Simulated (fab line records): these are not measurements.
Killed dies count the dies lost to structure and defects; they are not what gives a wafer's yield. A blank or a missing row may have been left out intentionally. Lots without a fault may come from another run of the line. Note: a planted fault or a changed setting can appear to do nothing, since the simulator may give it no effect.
A struck lot beside a sound one :: flow gf180mcu :: 14 steps out of a route of 602
Sound: wafers L511.3, L511.4, L511.6. Struck: wafers L508.1, L508.4, L508.6. The cause is given at the end.
For every step that has rows: the tool of each side, followed by ch and its chambers, followed by its first start. Under that, the readings that differ: sound wafers :: struck wafers :: difference of the means :: sigmas: that difference in standard deviations of wafers without a fault.
alike: readings whose means differ by less than 2 such deviations, and words and numbers that are the same on both sides. not compared: withheld readings, readings that some wafer has no value for, bounds like >300 that may hide the same value, and numbers for which the record gives no deviation and whose values overlap.
The two part at a step that has a row with sigmas, a row that says differs or no value, or rows on one side only. Numbers that have no deviation but don't overlap get no sigmas and don't part them. A reading missing from all wafers of one side parts the sides only when that side holds two or more wafers.

GF_V1_CD_MEAS_14: target cd 260 nm.
  sound: cdSem-02 at day 24 03:01; struck: cdSem-02 at day 23 04:30
  alike: cdNm
GF_V1_OVL_MEAS_15:
  sound: overlay-01 at day 24 03:06; struck: overlay-02 at day 23 04:37
reading: V1_OVL (nm)
sound: 5 -4 -7
struck: 12 16 9
difference: +14
sigmas: +3
GF_V1_ETCH_16: etches BARC in N2/H2.
  sound on rieDiel-03 ch 0,1,2, day 24 03:08; struck on rieDiel-02 ch 1,3, day 23 04:40
  alike: drypumpMotorCurrentA, oesProductAu, throttleValvePct
then, 1 step without rows for these wafers: GF_V1_ETCH_17 (etches SiO2 in C4F8/O2/Ar, stops on TiN, target depth 630 nm).
GF_V1_STRIP_18: strips in O2/N2.
  sound on plasmaAsher-03 ch 0,1, day 24 03:17; struck on plasmaAsher-03 ch 0,1, day 23 04:47
  alike: drypumpMotorCurrentA, heaterPowerW, oesProductAu
  not compared: rfHoursCounterH
then, 2 steps without rows for these wafers: GF_V1_STRIP_19 (strips in post etch residue remover, time 1200 s); GF_V1_CLEAN_20 (cleans in DIW).
GF_V1_SPUTTER_21: material Ti, target thk 15 nm, time 80.02 s.
  sound: pvdSputter-02 at day 24 03:49; struck: pvdSputter-02 at day 23 05:22
  alike: throttleValvePct
GF_V1_SPUTTER_22: material TiN, target thk 10 nm, time 40 s.
  sound: pvdSputter-02 at day 24 03:53; struck: pvdSputter-02 at day 23 05:25
  alike: throttleValvePct
GF_V1_CVD_23: deposits W, target thk 350 nm, time 105.05 s.
  sound on cvdW-01 ch 0,1, day 24 03:57; struck on cvdW-01 ch 0,1, day 23 05:28
  alike: heaterPowerOuterW, heaterPowerW, susceptorTempC
GF_V1_RS_MEAS_24: a four-point-probe measurement.
  sound: filmMetro-04 at day 24 04:04; struck: filmMetro-01 at day 23 05:34
  alike: V1_W_RS
GF_V1_THK_MEAS_25: measures by xrf.
  sound: filmMetro-04 at day 24 04:10; struck: filmMetro-01 at day 23 05:41
  alike: V1_W_THK
GF_V1_CMP_26: polishes, stops on SiO2, t overpolish 15 s, target thk 0 nm.
  sound on cmp-02 ch 1,3, day 24 04:13; struck on cmp-01 ch 0,2,3, day 23 05:51
  no value came back on the struck wafers for any of 5 readings (edgeZonePressureFrac, headPressurePsi (psi) and others); on the sound wafers edgeZonePressureFrac reads 0.995 0.999 1.003
reading: model.W_of_V1_CVD_23.thkNm (nm)
sound: 0 0 0
struck: 355.6 355.6 354.7
difference: +355.3
sigmas: 

reading: model.SiO2_of_V1_CVD_02.thkNm (nm)
sound: 626.2 628.3 630.7
struck: 633.8 632.9 633.2
difference: +4.9
sigmas: 
-- the record jumps here: 10 days lie between the struck wafers' starts before and after (it left off in module V1 and takes up again in module PASSIVATION, whose first step shown is number 602 of the route) --
GF_PASSIVATION_PROBE_99:
  record: rows for the struck wafers here (prober-02, day 32 21:41), none for the sound ones

== WHERE THEY PART ==
Earliest at GF_V1_OVL_MEAS_15; latest, in this record, at GF_PASSIVATION_PROBE_99.

WHY: the cause the simulator had injected
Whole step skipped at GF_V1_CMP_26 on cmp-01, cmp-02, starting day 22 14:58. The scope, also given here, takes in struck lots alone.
